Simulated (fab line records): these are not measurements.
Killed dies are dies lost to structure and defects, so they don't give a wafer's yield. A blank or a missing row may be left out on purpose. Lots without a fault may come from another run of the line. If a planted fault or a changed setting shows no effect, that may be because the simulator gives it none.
Matching of chambers -- flow sfq line -- cmp-01 running SFQ_TRILAYER_I0_CMP_CMP_028: 4 sister chambers
The step polishes SiO2. 4 wafers are shown with their chamber, then 7 later ones without.

== WAFERS, EACH WITH ITS CHAMBER ==
wafer,chamber,motor current A (A)
L124.4,1,12.8
L129.1,0,10.4
L130.3,2,10.5
L130.6,3,11.3

== WAFERS WITHOUT THEIR CHAMBER ==
wafer,motor current A (A)
L133.3,10.9
L133.4,9.9
L133.6,11.0
L135.1,10.4
L135.3,12.9
L136.1,11.1
L136.2,11.1

== CHAMBER TAKEN BY EACH ==
wafer,from the rows above,in truth
L133.3,can't be placed: 2 or 3 or 0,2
L133.4,can't be placed: 0 or 2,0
L133.6,can't be placed: 3 or 2 or 0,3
L135.1,can't be placed: 0 or 2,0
L135.3,1,1
L136.1,can't be placed: 3 or 2 or 0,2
L136.2,can't be placed: 3 or 2 or 0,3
Placed correctly: 1 of 7. Cannot be placed on the basis of these rows: 6; the candidates contain the true chamber in 6. Number placed wrongly: 0.
How it was worked out, from the rows above alone: a wafer's distance from a chamber is the root of the sum, over the readings, of the square of ((its reading less the chamber's mean) divided by the reading's scatter). If the next closest chamber is less than 2 further off than the closest, the wafer can't be placed; otherwise it belongs to the closest. Each chamber's mean is taken over the wafers shown for it. The scatter: with one shown wafer a chamber, the root of the mean of the squares of how far each hidden wafer lies from its nearest shown one.
